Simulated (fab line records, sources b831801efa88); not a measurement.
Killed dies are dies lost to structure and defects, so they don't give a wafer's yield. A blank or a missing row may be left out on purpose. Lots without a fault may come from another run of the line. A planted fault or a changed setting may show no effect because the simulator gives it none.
Problem report in the 8D (eight disciplines) form, filled by code | flow gf180mcu | the parts of the form that need people (team, actions taken, sign-off) are left out

1. THE PROBLEM
M1_ALCU_RS at GF_M1_RS_MEAS_05 reads a mean of 0.0613 ohm/sq on 2 wafers of 1 lot; wafers without a fault read 0.0696 ohm/sq with a standard deviation of 0.0013. That is -6.4 standard deviations from the usual mean.
The step: measures by four-point-probe.
First seen on wafer L596.2, day 23 23:14, on film_metro-02. The record holds 33 wafers of 11 lots with a number at this step. Rule for "out", or "out of limits": more than 4 standard deviations from the usual mean. The other wafers with a number count as sound.

2. WHAT IT IS AND WHAT IT IS NOT
question                    | is                | is not
which readings at this step | M1_ALCU_RS        | -
which lots                  | L596              | L576, L578, L579, L580, L581, L582, L586, L588, L590, L592
which wafers of those lots  | L596.2, L596.5    | L596.6
read on which gauges        | film_metro-02     | film_metro-01, film_metro-03
when                        | from day 23 23:14 | up to then (31 sound wafers)

3. SUSPECTS, AND WHAT RULES EACH OUT
Counting: a tool at a process step up to the reading stays a suspect if it ran every lot that is out. Sound lots after the first of them don't rule it out here, since some wafers of a struck lot are sound.
- the gauge at GF_M1_RS_MEAS_05: kept. All the wafers that are out were read on film_metro-02, and no step on other tools shows them out.
- pvd_sputter-02 at GF_SALICIDE_SPUTTER_03 (material TiN, target thk 20 nm, time 17.11 s): kept. It ran the lot that is out, L596 (day 22 21:36); its last sound lot up to then is L592 (day 21 03:00).
- pvd_sputter-03 at GF_M1_SPUTTER_02 (material AlCu, target thk 450 nm, time 23.9 s): kept. It ran the lot that is out, L596 (day 23 23:07); its last sound lot up to then is L578 (day 16 21:31).
Left after counting: pvd_sputter-02 at GF_SALICIDE_SPUTTER_03, pvd_sputter-03 at GF_M1_SPUTTER_02, film_metro-02 at GF_M1_RS_MEAS_05.

4. THE CAUSE (what the simulator had put in)
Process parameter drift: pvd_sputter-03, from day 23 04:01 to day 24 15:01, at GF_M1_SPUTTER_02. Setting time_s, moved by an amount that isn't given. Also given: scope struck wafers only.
Counting left 3 suspects, and this tool is among them.

5. THE CHAIN OF EFFECTS, in route order
Each row: a reading whose mean over the struck wafers that have a number lies more than 3 standard deviations from the usual. Only readings for which the record gives a usual standard deviation are gone through. hours: the time from each lot's start at the first step in this table that gives one to its start at this step, as a median over the lots. sigmas: the change in usual standard deviations.
hours | step              | reading     | usual         | on struck wafers | change  | sigmas
0     | GF_M1_RS_MEAS_05  | M1_ALCU_RS  | 0.0696 ohm/sq | 0.0613           | -0.0083 | -6.4
2     | GF_M1_THK_MEAS_06 | M1_ALCU_THK | 450 nm        | 510              | +60     | +7.7

6. WHAT WOULD HAVE CAUGHT IT SOONER
In this record the first reading out of limits at a measuring or inspecting step was taken at day 23 23:14, 19 hours after the fault began at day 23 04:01.
Of the tool readings at GF_M1_SPUTTER_02 for which the record gives a usual standard deviation, none was out on any struck wafer, so an alarm limit of 4 standard deviations on them would not have fired.
All the lots that are out (1) had begun GF_M1_SPUTTER_02 on pvd_sputter-03 by day 23 23:14. A hold on the tool at that time would have spared none of them.
